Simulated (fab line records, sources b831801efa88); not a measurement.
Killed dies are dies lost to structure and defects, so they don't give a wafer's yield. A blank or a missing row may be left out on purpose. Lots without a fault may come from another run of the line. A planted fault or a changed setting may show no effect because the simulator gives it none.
Which tool did it? | flow sky130 | 13 lots, 39 wafers sampled, at 5 steps of a route of 708

WHAT THE GAUGES READ, wafer by wafer
SKY_VT_ADJUST_PCH_OVL_MEAS_07. Usual: VT_ADJUST_PCH_OVL 1.3 nm, standard deviation 1.6.
lot  | measured     | on         | VT_ADJUST_PCH_OVL (nm) | flag
L627 | day 10 18:19 | overlay-01 | 3.9 2.9 2.7            |
L628 | day 11 02:59 | overlay-02 | -0.6 1.1 0.2           |
L629 | day 11 04:23 | overlay-01 | 4.7 4.3 6.0            |
L630 | day 11 12:55 | overlay-01 | 1.6 1.5 0.4            |
L631 | day 11 17:52 | overlay-01 | 0.2 -1.2 -1.2          |
L638 | day 14 18:31 | overlay-01 | 2.9 1.0 1.1            |
L642 | day 15 06:37 | overlay-02 | 1.5 1.3 2.9            |
L643 | day 15 08:35 | overlay-01 | 2.5 3.6 2.1            |
L644 | day 15 10:05 | overlay-01 | 0.5 2.9 2.1            |
L645 | day 15 18:50 | overlay-01 | -1.1 -0.9 -1.4         |
L646 | day 16 00:52 | overlay-01 | 2.4 0.7 2.0            |
L648 | day 16 17:41 | overlay-02 | -0.5 0.2 -0.9          |
L649 | day 17 04:10 | overlay-01 | 2.8 1.2 -0.6           |

SKY_SONOS_TUNNEL_CD_MEAS_07: target cd 410 nm. Usual: cd_nm 409.3 nm, standard deviation 2.1.
lot  | measured     | on        | cd_nm (nm)        | flag
L627 | day 11 17:55 | cd_sem-01 | 408.3 410.6 408.3 |
L628 | day 12 03:07 | cd_sem-02 | 409.3 407.8 409.7 |
L629 | day 12 04:19 | cd_sem-02 | 411.3 410.0 409.9 |
L630 | day 12 12:32 | cd_sem-02 | 407.4 406.7 405.1 |
L631 | day 12 17:14 | cd_sem-01 | 408.5 408.3 407.4 |
L638 | day 15 21:25 | cd_sem-02 | 411.8 412.5 413.6 |
L642 | day 16 10:23 | cd_sem-01 | 408.2 406.9 408.5 |
L643 | day 16 12:11 | cd_sem-01 | 408.3 409.1 411.8 |
L644 | day 16 13:57 | cd_sem-01 | 405.2 405.2 405.6 |
L645 | day 16 22:38 | cd_sem-01 | 410.6 411.1 411.0 |
L646 | day 17 04:49 | cd_sem-01 | 409.4 408.5 408.2 |
L648 | day 17 22:32 | cd_sem-01 | 407.2 410.0 405.7 |
L649 | day 18 10:04 | cd_sem-02 | 412.3 410.0 409.0 |

SKY_SONOS_TUNNEL_OVL_MEAS_08. Usual: SONOS_TUNNEL_OVL 0.4 nm, standard deviation 1.2.
lot  | measured     | on         | SONOS_TUNNEL_OVL (nm) | flag
L627 | day 11 18:02 | overlay-02 | 0.5 0.5 -0.8          |
L628 | day 12 03:13 | overlay-01 | 1.8 0.2 0.5           |
L629 | day 12 04:25 | overlay-01 | -1.7 0.1 1.7          |
L630 | day 12 12:39 | overlay-01 | 1.4 -0.3 -0.4         |
L631 | day 12 17:21 | overlay-02 | 0.5 0.5 -0.3          |
L638 | day 15 21:32 | overlay-01 | -1.4 -1.3 -0.2        |
L642 | day 16 10:29 | overlay-02 | -1.3 -0.7 -2.4        |
L643 | day 16 12:17 | overlay-02 | -0.1 2.4 2.0          |
L644 | day 16 14:03 | overlay-01 | 2.9 1.7 1.2           |
L645 | day 16 22:45 | overlay-02 | -1.5 0.4 -0.6         |
L646 | day 17 04:56 | overlay-01 | -0.5 0.9 1.7          |
L648 | day 17 22:39 | overlay-01 | 1.8 1.7 1.4           |
L649 | day 18 10:11 | overlay-01 | 2.4 1.0 1.0           |

SKY_SONOS_ONO_THK_MEAS_01. Usual: SONOS_ONO_OXIDATION_THK 2.61 nm, standard deviation 0.052.
lot  | measured     | on            | SONOS_ONO_OXIDATION_THK (nm) | flag
L627 | day 11 20:32 | film_metro-04 | 2.64 2.60 2.58               |
L628 | day 12 05:07 | film_metro-01 | 2.54 2.55 2.57               |
L629 | day 12 07:38 | film_metro-03 | 2.55 2.50 2.55               |
L630 | day 12 14:31 | film_metro-03 | 2.89 2.90 2.87               | OFF
L631 | day 12 19:13 | film_metro-04 | 2.91 2.81 2.84               | OFF
L638 | day 15 23:34 | film_metro-04 | 2.61 2.60 2.60               |
L642 | day 16 12:59 | film_metro-03 | 2.61 2.56 2.59               |
L643 | day 16 15:58 | film_metro-03 | 2.64 2.60 2.56               |
L644 | day 16 15:58 | film_metro-01 | 2.58 2.67 2.63               |
L645 | day 17 00:43 | film_metro-03 | 2.69 2.64 2.71               |
L646 | day 17 06:48 | film_metro-01 | 2.62 2.62 2.68               |
L648 | day 18 00:32 | film_metro-01 | 2.68 2.70 2.66               |
L649 | day 18 12:04 | film_metro-01 | 2.68 2.64 2.73               |

WHICH TOOL RAN EACH LOT (tool, then ch and the chambers of the sampled wafers, then the start)
lot  | SKY_SONOS_ONO_OXIDATION_00
L627 | furnace-02 ch 0, day 11 19:11
L628 | furnace-02 ch 0, day 12 03:44
L629 | furnace-02 ch 0, day 12 06:16
L630 | furnace-02 ch 0, day 12 13:10
L631 | furnace-02 ch 0, day 12 17:52
L638 | furnace-01 ch 0, day 15 22:13
L642 | furnace-01 ch 0, day 16 11:38
L643 | furnace-02 ch 0, day 16 14:37
L644 | furnace-02 ch 0, day 16 14:37
L645 | furnace-02 ch 0, day 16 23:22
L646 | furnace-02 ch 0, day 17 05:28
L648 | furnace-02 ch 0, day 17 23:11
L649 | furnace-02 ch 0, day 18 10:43
- SKY_SONOS_ONO_OXIDATION_00: stabilise 600 s, purge 300 s, target thk 2.6 nm.

WHAT THE TOOLS THEMSELVES READ (means of the sampled wafers that have a number; where no wafer has one, the mark that the record gives instead)
SKY_SONOS_ONO_OXIDATION_00. Usual: spike_tc_bottom_C 818.9 C, standard deviation 2.1; spike_tc_centre_C 800.7 C, standard deviation 1.1; spike_tc_lower_C 801.0 C, standard deviation 1.1; spike_tc_top_C 810.6 C, standard deviation 1.1; spike_tc_upper_C 800.4 C, standard deviation 1.2; zone_power_lower_pct 13.7 %, standard deviation 1.6.
lot  | tool       | spike_tc_bottom_C (C) | spike_tc_centre_C (C) | spike_tc_lower_C (C) | spike_tc_top_C (C) | spike_tc_upper_C (C) | zone_power_lower_pct (%) | flag
L627 | furnace-02 | 820.9                 | 800.4                 | 800.7                | 810.8              | 799.9                | 14.7                     |
L628 | furnace-02 | 821.2                 | 801.6                 | 802.6                | 809.9              | 799.6                | 14.8                     |
L629 | furnace-02 | 819.9                 | 801.5                 | 800.7                | 809.6              | 800.2                | 14.9                     |
L630 | furnace-02 | 828.6                 | 807.3                 | 809.0                | 817.8              | 807.3                | 15.1                     | OFF
L631 | furnace-02 | 827.7                 | 808.9                 | 808.7                | 818.4              | 807.1                | 15.1                     | OFF
L638 | furnace-01 | 816.7                 | 800.4                 | 799.2                | 810.9              | 800.1                | 11.5                     |
L642 | furnace-01 | 816.6                 | 799.9                 | 800.1                | 810.0              | 799.2                | 11.3                     |
L643 | furnace-02 | 820.5                 | 800.7                 | 800.6                | 810.8              | 800.9                | 14.7                     |
L644 | furnace-02 | 820.9                 | 800.3                 | 801.7                | 810.1              | 800.3                | 14.9                     |
L645 | furnace-02 | 820.8                 | 801.8                 | 801.6                | 810.9              | 800.2                | 14.9                     |
L646 | furnace-02 | 819.7                 | 801.3                 | 801.5                | 809.4              | 801.3                | 14.7                     |
L648 | furnace-02 | 820.4                 | 800.2                 | 802.2                | 811.2              | 800.5                | 14.8                     |
L649 | furnace-02 | 819.8                 | 800.8                 | 801.6                | 810.8              | 799.5                | 14.9                     |

THE ANSWER, worked out from the rows above alone
Rule: a lot is off if the mean of its wafers that have a number lies more than 3 standard deviations from the usual mean. A lot without any number at a reading at which 4 lots or more have one is off too. The other lots that the step has rows for count as sound. The gauges are gone through in route order, then the tools' own readings, and for those a lot's mean is taken as printed above. The first step at which some lot is off is used, and at that step the reading that is off furthest; a lot without a number counts as furthest.
Off: L630, L631, at SKY_SONOS_ONO_THK_MEAS_01 (SONOS_ONO_OXIDATION_THK).
A tool fits if, at a process step before that reading, it ran every lot that is off, and no sound lot after the first of them. The gauges at SKY_SONOS_ONO_THK_MEAS_01 aren't tried: what is off there is off at SKY_SONOS_ONO_OXIDATION_00 too, on other tools, and a gauge's error can't cause that. None of those tried fits.

WHAT THE SIMULATOR HAD PUT IN
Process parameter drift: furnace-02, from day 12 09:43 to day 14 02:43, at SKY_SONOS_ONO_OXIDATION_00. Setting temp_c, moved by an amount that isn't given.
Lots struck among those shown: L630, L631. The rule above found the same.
